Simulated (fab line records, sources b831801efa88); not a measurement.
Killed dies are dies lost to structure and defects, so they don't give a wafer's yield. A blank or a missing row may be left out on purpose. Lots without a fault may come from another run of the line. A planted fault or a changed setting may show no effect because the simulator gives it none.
A struck lot beside a sound one | flow sky130 | 17 steps out of a route of 708
Sound: wafers L820.1, L820.3, L820.4. Struck: wafers L827.3, L827.4, L827.5. The cause comes at the end.
At each step with rows: each side's tool, then ch and its chambers, then its first start. Under that, the readings that differ: sound wafers | struck wafers | difference of the means | sigmas: that difference in standard deviations of wafers without a fault.
alike: readings whose means differ by less than 2 such deviations, and words and numbers that are the same on both sides. not compared: withheld readings, readings that some wafer has no value for, bounds like >300 that may hide the same value, and numbers for which the record gives no deviation and whose values overlap.
The two part at a step that has a row with sigmas, a row that says differs or no value, or rows on one side only. Numbers that don't overlap but have no deviation are shown without sigmas and don't part them. A reading that every wafer of one side lacks parts them only if that side has two wafers or more.

first, 1 step without rows for these wafers: SKY_LDD_N_IMPLANT_15.
SKY_LDD_N_STRIP_16: strips in O2/N2.
  sound on plasma_asher-02 ch 0,1, day 19 08:26; struck on plasma_asher-01 ch 0,1, day 21 01:16
  alike: drypump_motor_current_A, oes_product_au, strip_time_to_endpoint_s
  not compared: rf_hours_counter_h
SKY_LDD_N_TW_MEAS_17:
  sound on film_metro-01, day 19 08:32; struck on film_metro-01, day 21 01:21
  alike: LDD_N_TW
then, 3 steps without rows for these wafers: SKY_LDD_P_DEHYDRATE_00 (time 60 s); SKY_LDD_P_HMDS_01 (prime time 60 s); SKY_LDD_P_COAT_02 (resist thk 1140 nm).
SKY_LDD_P_SOFTBAKE_03: time 61.51 s.
  sound on litho_track-01 ch 0, day 19 22:35; struck on litho_track-03 ch 0, day 21 17:03
  alike: plate_sensor_t_centre_C, plate_sensor_t_edge_C
then, 3 steps without rows for these wafers: SKY_LDD_P_EXPOSE_04 (exposes mask PSDM, target cd 380 nm); SKY_LDD_P_PEB_05; SKY_LDD_P_DEVELOP_06 (develop time 60 s).
SKY_LDD_P_CD_MEAS_07: target cd 380 nm.
  sound on cd_sem-01, day 20 15:11; struck on cd_sem-01, day 22 08:04
  alike: cd_nm
SKY_LDD_P_OVL_MEAS_08:
  sound on overlay-02, day 20 15:18; struck on overlay-02, day 22 08:10
  alike: LDD_P_OVL
SKY_LDD_P_IMPLANT_09:
  sound on implanter-04 ch 0, day 20 15:20; struck on implanter-04 ch 0, day 22 08:14
  reading            | sound                      | struck                       | difference | sigmas
  dose_ions_cm2      | 1e+13 1.0001e+13 9.991e+12 | 5.753e+12 5.756e+12 5.74e+12 | -4.248e+12 | -99 or more
  faraday_current_uA | 56.1 54.5 55.0             | 31.9 32.0 32.7               | -23.0      | -19
SKY_LDD_P_STRIP_10: strips in O2/N2.
  sound on plasma_asher-04 ch 0,1, day 20 15:29; struck on plasma_asher-03 ch 0,1, day 22 08:22
  reading                      | sound             | struck            | difference | sigmas
  strip_time_to_endpoint_s (s) | 14.24 14.25 14.19 | 14.16 14.10 14.13 | -0.10      | -2
  alike: drypump_motor_current_A, oes_product_au
  not compared: rf_hours_counter_h
SKY_LDD_P_TW_MEAS_11:
  sound on film_metro-03, day 20 15:35; struck on film_metro-04, day 22 08:27
  reading  | sound       | struck      | difference | sigmas
  LDD_P_TW | 634 636 637 | 537 539 538 | -98        | -23
then, 1 step without rows for these wafers: SKY_LDD_HVN_DEHYDRATE_00 (time 60 s).
-- the record jumps here: 26 days lie between the struck wafers' starts before and after (it left off in module LDD_HVN and takes up again in module PAD_OPEN, whose first step shown is number 708 of the route) --
SKY_PAD_OPEN_PROBE_99:
  sound on prober-02, day 46 20:03; struck on prober-01, day 47 21:40
  reading                                 | sound             | struck                       | difference | sigmas
  model.etest.tip_p.rs_ohm_sq             | 6967 6935 6903    | 1.08e+04 1.095e+04 1.089e+04 | +3.94e+03  |
  model.etest.tip_p.rs_ohm_sq_range       | 202 209.7 168.8   | 249.1 433.5 653.4            | +251.8     |
  model.etest.pfet_01v8.r_on_ohm_um       | 2927 2977 2988    | 3056 3035 3101               | +100       |
  model.etest.pfet_01v8.drive_ua_um       | 188.9 187.7 183.8 | 179 182.1 178                | -7         |
  model.etest.pfet_01v8_hvt.drive_ua_um   | 142.1 139.8 136.4 | 132.4 134.9 132.4            | -6.2       |
  model.etest.sram_pfet_latch.drive_ua_um | 141.5 137.2 133.5 | 124.2 133.2 124.8            | -10.0      |
  alike: killed_at_M0_to_M3, killed_at_M4_up, killed_at_contacts, killed_at_front_end, killed_at_other, killed_dies, killed_open, killed_short
  not compared: model.etest.pfet_01v8_lvt.drive_ua_um, model.etest.pfet_01v8.off_log10_a_um

WHERE THEY PART
First at SKY_LDD_P_IMPLANT_09; last, within this record, at SKY_LDD_P_TW_MEAS_11. Later steps at which nothing parts them and some readings are alike: SKY_PAD_OPEN_PROBE_99.

WHY: what the simulator had put in
Process parameter drift: implanter-04, from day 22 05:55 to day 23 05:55, at SKY_LDD_P_IMPLANT_09. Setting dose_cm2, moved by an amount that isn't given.
